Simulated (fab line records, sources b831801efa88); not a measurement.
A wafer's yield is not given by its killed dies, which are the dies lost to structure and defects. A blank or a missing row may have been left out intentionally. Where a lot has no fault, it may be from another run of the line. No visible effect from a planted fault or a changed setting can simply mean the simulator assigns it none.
What tool caused it? :: flow gf180mcu :: 11 lots, 33 wafers sampled, at 4 steps of a route of 602

WHAT EACH GAUGE READ, for each wafer
GF_VT_IMPLANT_TW_MEAS_32.
lot: L509
measured: day 6 18:14
on: film metro-01
VT_IMPLANT_3_TW: 271.6 271.3 271.4

lot: L512
measured: day 7 20:36
on: film metro-03
VT_IMPLANT_3_TW: 270.5 272.6 272.1

lot: L517
measured: day 9 06:13
on: film metro-01
VT_IMPLANT_3_TW: 30.3 30.3 30.3

lot: L518
measured: day 9 12:56
on: film metro-01
VT_IMPLANT_3_TW: 30.3 30.3 30.3

lot: L523
measured: day 10 18:31
on: film metro-01
VT_IMPLANT_3_TW: 272.4 273.6 272.2

lot: L524
measured: day 10 23:52
on: film metro-03
VT_IMPLANT_3_TW: 271.5 270.3 271.5

lot: L527
measured: day 11 19:25
on: film metro-01
VT_IMPLANT_3_TW: 272.5 272.9 271.5

lot: L528
measured: day 12 02:26
on: film metro-03
VT_IMPLANT_3_TW: 269.6 269.6 270.8

lot: L529
measured: day 12 09:41
on: film metro-03
VT_IMPLANT_3_TW: 270.9 271.6 270.1

lot: L530
measured: day 12 17:10
on: film metro-01
VT_IMPLANT_3_TW: 273.1 272.2 274.0

lot: L531
measured: day 12 20:40
on: film metro-03
VT_IMPLANT_3_TW: 268.3 270.2 269.8

EACH LOT AND THE TOOL THAT RAN IT (in order: tool; ch and the chambers of the sampled wafers; start)
lot: L509
GF_STI_ETCH_13: rie diel-03 ch 1,2,3, day 2 02:14
GF_VT_IMPLANT_STRIP_20: plasma asher-02 ch 0,1, day 6 03:36
GF_VT_IMPLANT_STRIP_31: plasma asher-01 ch 0,1, day 6 18:08

lot: L512
GF_STI_ETCH_13: rie diel-02 ch 2,3, day 2 17:20
GF_VT_IMPLANT_STRIP_20: plasma asher-01 ch 0,1, day 7 05:19
GF_VT_IMPLANT_STRIP_31: plasma asher-04 ch 0,1, day 7 20:30

lot: L517
GF_STI_ETCH_13: rie diel-02 ch 0,1, day 3 22:26
GF_VT_IMPLANT_STRIP_20: plasma asher-01 ch 0,1, day 8 12:36
GF_VT_IMPLANT_STRIP_31: plasma asher-02 ch 0,1, day 9 06:07

lot: L518
GF_STI_ETCH_13: rie diel-02 ch 0,3, day 4 02:32
GF_VT_IMPLANT_STRIP_20: plasma asher-04 ch 0,1, day 8 20:00
GF_VT_IMPLANT_STRIP_31: plasma asher-04 ch 0,1, day 9 12:50

lot: L523
GF_STI_ETCH_13: rie diel-02 ch 0,1,3, day 5 01:48
GF_VT_IMPLANT_STRIP_20: plasma asher-01 ch 0,1, day 10 00:30
GF_VT_IMPLANT_STRIP_31: plasma asher-04 ch 0,1, day 10 18:26

lot: L524
GF_STI_ETCH_13: rie diel-01 ch 0,2,3, day 5 06:29
GF_VT_IMPLANT_STRIP_20: plasma asher-04 ch 0,1, day 10 05:23
GF_VT_IMPLANT_STRIP_31: plasma asher-04 ch 0,1, day 10 23:45

lot: L527
GF_STI_ETCH_13: rie diel-02 ch 1,2,3, day 5 22:02
GF_VT_IMPLANT_STRIP_20: plasma asher-01 ch 0,1, day 11 00:32
GF_VT_IMPLANT_STRIP_31: plasma asher-04 ch 0,1, day 11 19:18

lot: L528
GF_STI_ETCH_13: rie diel-03 ch 0,1, day 6 03:18
GF_VT_IMPLANT_STRIP_20: plasma asher-04 ch 0,1, day 11 07:12
GF_VT_IMPLANT_STRIP_31: plasma asher-01 ch 0,1, day 12 02:20

lot: L529
GF_STI_ETCH_13: rie diel-02 ch 0,3, day 6 07:47
GF_VT_IMPLANT_STRIP_20: plasma asher-01 ch 0,1, day 11 14:17
GF_VT_IMPLANT_STRIP_31: plasma asher-04 ch 0,1, day 12 09:35

lot: L530
GF_STI_ETCH_13: rie diel-02 ch 2,3, day 6 13:44
GF_VT_IMPLANT_STRIP_20: plasma asher-01 ch 0,1, day 11 21:03
GF_VT_IMPLANT_STRIP_31: plasma asher-02 ch 0,1, day 12 17:03

lot: L531
GF_STI_ETCH_13: rie diel-02 ch 0,2,3, day 6 18:23
GF_VT_IMPLANT_STRIP_20: plasma asher-01 ch 1, day 12 00:37
GF_VT_IMPLANT_STRIP_31: plasma asher-01 ch 0,1, day 12 20:34
- GF_STI_ETCH_13: etches the open film in CHF3/O2, stops on Si, target depth 282.31 nm, time 112.9 s.
- GF_VT_IMPLANT_STRIP_20: strips in O2/N2.
- GF_VT_IMPLANT_STRIP_31: strips in O2/N2.

THE ANSWER, worked out from the rows above alone
Rule: the lots themselves supply what counts as usual. Put in order of their means at a reading, lots are off if they are a third of the lots or fewer, leave a main group of 4 or more, and stand apart from it by a gap of 3 or more times the standard deviation of the main group's means; of several such gaps the widest counts. A main group is skipped when, at the precision printed for the reading in the tables above, its means are all equal. A lot without any number at a reading at which 4 lots or more have one is off too. The other lots that the step has rows for count as sound.
Off: L517, L518, at GF_VT_IMPLANT_TW_MEAS_32 (VT_IMPLANT_3_TW). Mean 271.4 and standard deviation 1.1 in the main group.
If a tool, at a process step before that reading, ran all the lots that are off and no sound lot after the first of them, it fits. Gauges at GF_VT_IMPLANT_TW_MEAS_32: tried the same way as those tools. No candidate that was tried fits.

WHAT HAD BEEN PUT IN BY THE SIMULATOR
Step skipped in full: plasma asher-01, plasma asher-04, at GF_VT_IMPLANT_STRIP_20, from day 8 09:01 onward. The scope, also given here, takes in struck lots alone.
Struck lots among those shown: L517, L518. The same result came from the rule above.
